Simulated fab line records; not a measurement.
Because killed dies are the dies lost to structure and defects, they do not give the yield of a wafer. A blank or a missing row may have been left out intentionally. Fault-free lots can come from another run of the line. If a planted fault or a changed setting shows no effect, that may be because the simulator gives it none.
Which tool was responsible? | flow gf180mcu | route of 602 steps, sampled at 1 step: 12 lots, 36 wafers

## WHAT EACH GAUGE READ, for each wafer
GF_V5_THK_MEAS_01. Usual: V5_CVD_00_THK 299 nm, standard deviation 3.3.
lot  | measured     | on            | V5_CVD_00_THK (nm) | flag
L176 | day 26 04:26 | film metro-01 | 297 299 296        |
L177 | day 26 17:01 | film metro-01 | 298 296 298        |
L179 | day 27 06:53 | film metro-04 | 297 300 298        |
L181 | day 28 07:03 | film metro-04 | 295 291 304        |
L182 | day 28 20:35 | film metro-01 | 302 300 299        |
L183 | day 28 23:34 | film metro-02 | 299 301 299        |
L189 | day 30 09:29 | film metro-04 | 292 298 296        |
L190 | day 30 21:49 | film metro-01 | 296 296 296        |
L193 | day 31 12:48 | film metro-02 | 295 294 301        |
L194 | day 31 19:16 | film metro-02 | 299 297 297        |
L195 | day 32 00:49 | film metro-01 | 303 299 305        |
L199 | day 32 19:31 | film metro-01 | 301 305 301        |

## EACH LOT AND THE TOOL THAT RAN IT (in order: tool; ch and the chambers of the sampled wafers; start)
There is no process step in the record ahead of these readings.

## AS READ BY THE TOOLS THEMSELVES (means over the sampled wafers that have a number; for cases with no such wafer, the mark the record gives instead)
The record holds no such reading with a usual standard deviation.

## THE ANSWER, worked out from the rows above alone
Rule: a lot is off if the mean of its wafers that have a number lies more than 3 standard deviations from the usual mean. Also off: a lot with no number at a reading for which 4 or more lots have one. All remaining lots with rows at the step are treated as sound. The gauges are gone through in route order, then the tools' own readings, and for those a lot's mean is taken as printed above. At the first step where some lot is off, the reading lying furthest off is the one used; lots without a number count as furthest.
No lot is off at any reading shown: from this, nothing can be told.

## WHAT WAS PUT IN BY THE SIMULATOR
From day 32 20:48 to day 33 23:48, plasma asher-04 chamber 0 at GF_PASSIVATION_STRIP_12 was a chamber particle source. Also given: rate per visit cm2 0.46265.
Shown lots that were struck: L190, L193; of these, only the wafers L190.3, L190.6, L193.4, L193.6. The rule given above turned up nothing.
